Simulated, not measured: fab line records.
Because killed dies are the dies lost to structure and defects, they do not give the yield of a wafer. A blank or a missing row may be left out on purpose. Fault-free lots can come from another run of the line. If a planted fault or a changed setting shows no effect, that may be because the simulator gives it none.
Which tool was responsible? | flow sky130 | Sampling: 6 lots, 18 wafers, 3 of 708 route steps

WHAT EACH GAUGE READ, for each wafer
SKY_LI_CONTACT_RS_MEAS_22: uses a four-point probe to measure.
lot  | measured     | on            | LI_CONTACT_W_RS (ohm/sq)
L463 | day 30 13:09 | film_metro-01 | 0.288 0.291 0.290
L468 | day 32 03:43 | film_metro-01 | 0.289 0.286 0.286
L470 | day 33 01:31 | film_metro-04 | 0.284 0.285 0.285
L473 | day 33 17:08 | film_metro-04 | 0.287 0.288 0.287
L476 | day 35 01:29 | film_metro-01 | 0.320 0.323 0.331
L482 | day 36 23:14 | film_metro-01 | 0.285 0.290 0.288

EACH LOT AND THE TOOL THAT RAN IT (in order: tool; ch and the chambers of the sampled wafers; start)
lot  | SKY_RES_XHIGH_STRIP_08               | SKY_LI_CONTACT_CVD_21
L463 | plasma_asher-04 ch 0,1, day 28 03:43 | cvd_w-02 ch 0,1, day 30 13:01
L468 | plasma_asher-03 ch 0,1, day 29 20:37 | cvd_w-01 ch 1, day 32 03:34
L470 | plasma_asher-04 ch 0,1, day 30 15:16 | cvd_w-02 ch 0,1, day 33 01:23
L473 | plasma_asher-02 ch 0,1, day 31 09:31 | cvd_w-02 ch 0,1, day 33 16:59
L476 | plasma_asher-02 ch 0,1, day 32 17:40 | cvd_w-01 ch 0,1, day 35 01:21
L482 | plasma_asher-03 ch 0,1, day 34 15:37 | cvd_w-02 ch 0, day 36 23:05
- SKY_RES_XHIGH_STRIP_08: strips in O2/N2.
- SKY_LI_CONTACT_CVD_21: deposits W, target thk 400 nm, time 120.56 s.

THE ANSWER, worked out from the rows above alone
Rule: usual is defined by the lots themselves. Put in order of their means at a reading, lots are off if they are a third of the lots or fewer, leave a main group of 4 or more, and stand apart from it by a gap of 3 or more times the standard deviation of the main group's means; of several such gaps the widest counts. If all means in a main group match to the digits the tables above print for the reading, that group is not used. Also off: a lot with no number at a reading for which 4 or more lots have one. All remaining lots with rows at the step are treated as sound.
Off: L476, seen at SKY_LI_CONTACT_RS_MEAS_22 (LI_CONTACT_W_RS). Mean 0.287 ohm/sq and standard deviation 0.0016 in the main group.
If a tool, at a process step before that reading, ran all the lots that are off and no sound lot after the first of them, it fits. Gauges at SKY_LI_CONTACT_RS_MEAS_22: tried the same way as those tools. This does not decide it: 2 tools fit, namely plasma_asher-02 at SKY_RES_XHIGH_STRIP_08 and cvd_w-01 at SKY_LI_CONTACT_CVD_21.

WHAT WAS PUT IN BY THE SIMULATOR
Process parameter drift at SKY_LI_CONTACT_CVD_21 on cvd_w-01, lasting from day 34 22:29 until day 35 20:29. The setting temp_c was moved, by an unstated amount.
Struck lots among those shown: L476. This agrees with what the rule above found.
